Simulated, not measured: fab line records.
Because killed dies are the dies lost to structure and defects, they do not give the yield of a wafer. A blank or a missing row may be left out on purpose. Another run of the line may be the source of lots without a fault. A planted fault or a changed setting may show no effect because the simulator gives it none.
Comparing a struck lot with a sound one | flow gf180mcu | 15 out of 602 route steps
Sound: these wafers, L562.1, L562.2, L562.4. Struck: wafer L567.3 (L567.2, L567.6, from the same lot, were not struck and are left out); the cause is given at the end.
At each step with rows: each side's tool, then ch and its chambers, then its first start. Under that, the readings that differ: sound wafers | struck wafers | difference of the means | sigmas: that difference in standard deviations of wafers without a fault.
alike: same words and numbers on both sides, and readings whose means sit less than 2 such deviations apart. not compared: any withheld reading, any reading some wafer has no value for, any bound like >300 that may hide the same value, and any number with overlapping values for which the record gives no deviation.
The two part at a step that has a row with sigmas, a row that says differs or no value, or rows on one side only. Numbers that have no deviation but don't overlap get no sigmas and don't part them. Lack of a reading on every wafer of one side parts them only where that side has two or more wafers.

GF_V5_CD_MEAS_14: the cd target is 260 nm.
  struck on cdSem-02, day 29 05:38; sound on cdSem-02, day 28 00:29
  alike: cdNm
GF_V5_OVL_MEAS_15:
  struck on overlay-02, day 29 05:44; sound on overlay-01, day 28 00:36
  alike: V5_OVL
GF_V5_ETCH_16: etches BARC in N2/H2.
  sound on rieDiel-03 ch 1,2,3, day 28 00:38; struck on rieDiel-02 ch 0, day 29 05:46
  alike: drypumpMotorCurrentA, oesProductAu, throttleValvePct
GF_V5_ETCH_17: etches SiO2 in C4F8/O2/Ar, stops on TiN, target depth 855 nm.
  sound on rieDiel-03 ch 1,2,3; struck on rieDiel-02 ch 0
  alike: oesProductAu
GF_V5_STRIP_18: strips in O2/N2.
  sound on plasmaAsher-01 ch 0,1, day 28 00:47; struck on plasmaAsher-03 ch 1, day 29 05:55
  alike: drypumpMotorCurrentA, heaterPowerW, oesProductAu
  not compared: rfHoursCounterH
then, 2 steps without rows for these wafers: GF_V5_STRIP_19 (strips in post etch residue remover, time 1200 s); GF_V5_CLEAN_20 (cleans in DIW).
GF_V5_SPUTTER_21: material Ti, target thk 15 nm, time 80.02 s.
  struck on pvdSputter-02, day 29 06:29; sound on pvdSputter-04, day 28 01:40
  alike: throttleValvePct
then, 2 steps without rows for these wafers: GF_V5_SPUTTER_22 (material TiN, target thk 10 nm, time 40 s); GF_V5_CVD_23 (deposits W, target thk 350 nm, time 104.9 s).
GF_V5_RS_MEAS_24: measures by four-point-probe.
  struck on filmMetro-02, day 29 06:43; sound on filmMetro-02, day 28 01:53
  alike: V5_W_RS
GF_V5_THK_MEAS_25: measures by xrf.
  struck on filmMetro-02, day 29 06:50; sound on filmMetro-02, day 28 02:00
  alike: V5_W_THK
GF_V5_CMP_26: polishes, stops on SiO2, t overpolish 15 s, target thk 0 nm.
  sound on cmp-01 ch 0,1,2, day 28 02:07; struck on cmp-01 ch 1, day 29 06:53
reading            | sound                | struck | difference | sigmas
overpolishRunS (s) | 15.003 15.004 15.000 | 16.849 | +1.847     | +99 or more
tOverpolishS (s)   | 15 15 15             | 16.861 | +1.861     | 
  alike: motorCurrentA, retainingRingPressureFrac, slurryFlowMlMin, timeToEndpointS
GF_TOP_METAL_SPUTTER_00: material Ti, target thk 37.5 nm, time 150 s.
  struck on pvdSputter-04, day 29 07:11; sound on pvdSputter-03, day 28 02:22
  alike: throttleValvePct
GF_PASSIVATION_PROBE_99:
  record: rows for the struck wafers here (prober-01, day 30 23:47), none for the sound ones

== WHERE THEY PART ==
First at GF_V5_CMP_26; last, within this record, at GF_PASSIVATION_PROBE_99.

WHY: the cause the simulator had injected
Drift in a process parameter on cmp-01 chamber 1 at GF_V5_CMP_26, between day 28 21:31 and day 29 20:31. Setting tOverpolishS, moved by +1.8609, from 15. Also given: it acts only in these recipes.
